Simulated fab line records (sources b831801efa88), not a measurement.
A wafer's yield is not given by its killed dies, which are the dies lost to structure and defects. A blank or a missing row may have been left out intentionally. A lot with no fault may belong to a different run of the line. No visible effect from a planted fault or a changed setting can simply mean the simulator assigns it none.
The tool behind it: which one?    flow gf180mcu    13 lots, 39 wafers sampled, at 5 steps of a route of 602

## WHAT THE GAUGES SHOWED, per wafer
GF_V5_THK_MEAS_01. Usual: V5_CVD_00_THK 299 nm, standard deviation 3.3.
lot   measured      on            V5_CVD_00_THK (nm)  flag
L186  day 26 02:22  filmMetro-01  296 300 292         
L187  day 26 08:20  filmMetro-01  302 300 295         
L188  day 26 20:01  filmMetro-03  305 301 305         
L191  day 27 14:37  filmMetro-03  297 297 289         
L193  day 28 03:30  filmMetro-02  292 300 298         
L194  day 28 10:43  filmMetro-02  300 299 302         
L195  day 28 21:19  filmMetro-03  298 303 296         
L197  day 29 10:32  filmMetro-01  299 298 301         
L203  day 32 01:29  filmMetro-01  303 301 299         
L206  day 32 16:46  filmMetro-01  301 295 295         
L208  day 33 02:05  filmMetro-02  300 294 300         
L209  day 33 02:44  filmMetro-01  299 297 301         
L207  day 33 03:07  filmMetro-03  303 296 296         

GF_V5_CD_MEAS_14: target cd 260 nm. Usual: cdNm 260.0 nm, standard deviation 1.2.
lot   measured      on        cdNm (nm)          flag
L186  day 26 23:02  cdSem-02  260.0 259.5 259.0  
L187  day 27 05:17  cdSem-02  261.6 262.1 261.4  
L188  day 27 16:44  cdSem-02  260.1 258.9 259.9  
L191  day 28 11:41  cdSem-02  260.6 260.5 261.4  
L193  day 28 23:32  cdSem-02  260.9 258.7 260.2  
L194  day 29 05:37  cdSem-02  261.3 261.4 261.5  
L195  day 29 16:36  cdSem-01  264.3 258.6 264.6  
L197  day 30 04:45  cdSem-01  265.6 259.8 260.6  
L203  day 32 18:16  cdSem-02  261.6 261.7 262.6  
L206  day 33 09:14  cdSem-01  259.3 260.7 260.6  
L208  day 33 18:49  cdSem-02  259.9 260.9 259.7  
L209  day 33 19:10  cdSem-02  259.4 258.7 257.0  
L207  day 33 19:32  cdSem-01  258.9 258.7 258.1  

GF_V5_OVL_MEAS_15. Usual: V5_OVL -1 nm, standard deviation 6.8.
lot   measured      on          V5_OVL (nm)  flag
L186  day 26 23:08  overlay-02  -2 -6 4      
L187  day 27 05:24  overlay-01  8 -3 11      
L188  day 27 16:51  overlay-01  -12 -19 -4   
L191  day 28 11:47  overlay-01  1 -10 -6     
L193  day 28 23:39  overlay-01  -4 0 4       
L194  day 29 05:44  overlay-02  2 -9 4       
L195  day 29 16:41  overlay-01  -4 -16 -8    
L197  day 30 04:50  overlay-01  1 -6 -11     
L203  day 32 18:23  overlay-01  -5 4 -13     
L206  day 33 09:20  overlay-02  0 -7 -3      
L208  day 33 18:56  overlay-01  2 0 -7       
L209  day 33 19:17  overlay-01  2 13 1       
L207  day 33 19:38  overlay-02  -2 -8 3      

## WHAT TOOL EACH LOT RAN ON (gives the tool, then ch and the chambers of the sampled wafers, and finally the start)
lot   GF_M5_ETCH_09                      GF_V5_EXPOSE_11
L186  rieDiel-02 ch 0,2, day 26 01:37    krfScanner-02 ch 0, day 26 13:26
L187  rieDiel-03 ch 0,2,3, day 26 07:35  krfScanner-01 ch 0, day 26 19:08
L188  rieDiel-02 ch 0,1,2, day 26 19:17  krfScanner-01 ch 0, day 27 06:56
L191  rieDiel-02 ch 0,2, day 27 13:52    krfScanner-02 ch 0, day 28 01:49
L193  rieDiel-04 ch 1,2,3, day 28 02:46  krfScanner-01 ch 0, day 28 13:40
L194  rieDiel-04 ch 0,1,3, day 28 09:58  krfScanner-01 ch 0, day 28 20:25
L195  rieDiel-04 ch 1,3, day 28 20:29    krfScanner-01 ch 0, day 29 07:07
L197  rieDiel-04 ch 0,3, day 29 09:41    krfScanner-01 ch 0, day 29 20:43
L203  rieDiel-04 ch 1,2,3, day 32 00:37  krfScanner-01 ch 0, day 32 10:43
L206  rieDiel-03 ch 0,1,3, day 32 16:01  krfScanner-01 ch 0, day 33 01:56
L208  rieDiel-03 ch 0,2, day 33 01:19    krfScanner-01 ch 0, day 33 10:26
L209  rieDiel-02 ch 2,3, day 33 01:59    krfScanner-02 ch 0, day 33 11:18
L207  rieDiel-04 ch 0,1,2, day 33 02:20  krfScanner-01 ch 0, day 33 11:34
- GF_M5_ETCH_09: etches Si3N4 in CF4/O2, target depth 52 nm, time 11.6 s.
- GF_V5_EXPOSE_11: exposes mask Via5, target cd 260 nm.

## WHAT THE TOOLS THEMSELVES READ (means of the sampled wafers that have a number; where no wafer has one, the mark that the record gives instead)
GF_M5_ETCH_09. Usual: biasW 150.0 W, standard deviation 0.45; drypumpMotorCurrentA 5.9 A, standard deviation 0.35; oesProductAu 0.996 a.u., standard deviation 0.0093; throttleValvePct 5.969 %, standard deviation 0.0094.
lot   tool        biasW (W)  drypumpMotorCurrentA (A)  oesProductAu (a.u.)  throttleValvePct (%)  flag
L186  rieDiel-02  150.1      6.0                       0.987                5.962                 
L187  rieDiel-03  150.1      5.7                       1.002                5.977                 
L188  rieDiel-02  150.2      5.8                       0.992                5.965                 
L191  rieDiel-02  150.1      6.0                       0.976                5.960                 
L193  rieDiel-04  150.0      6.0                       0.997                5.966                 
L194  rieDiel-04  150.4      5.8                       0.994                5.973                 
L195  rieDiel-04  150.4      5.7                       1.004                5.968                 
L197  rieDiel-04  150.0      5.7                       1.002                5.978                 
L203  rieDiel-04  150.1      6.0                       1.003                5.970                 
L206  rieDiel-03  150.2      5.6                       1.005                5.966                 
L208  rieDiel-03  150.1      5.6                       0.992                5.957                 
L209  rieDiel-02  149.7      6.2                       0.992                5.962                 
L207  rieDiel-04  150.1      6.1                       1.000                5.969                 

## THE ANSWER, worked out from the rows above alone
Rule: take the mean of a lot's wafers that have a number; if it is more than 3 standard deviations from the usual mean, the lot is off. Also off: a lot with no number at a reading for which 4 or more lots have one. All remaining lots with rows at the step are treated as sound. First the gauges in route order, then the tools' own readings, where a lot's mean is used as printed above. The first step at which some lot is off is used, and at that step the reading that is off furthest; a lot without a number counts as furthest.
None of the lots is off at any reading shown; this tells nothing.

## WHAT HAD BEEN PUT IN BY THE SIMULATOR
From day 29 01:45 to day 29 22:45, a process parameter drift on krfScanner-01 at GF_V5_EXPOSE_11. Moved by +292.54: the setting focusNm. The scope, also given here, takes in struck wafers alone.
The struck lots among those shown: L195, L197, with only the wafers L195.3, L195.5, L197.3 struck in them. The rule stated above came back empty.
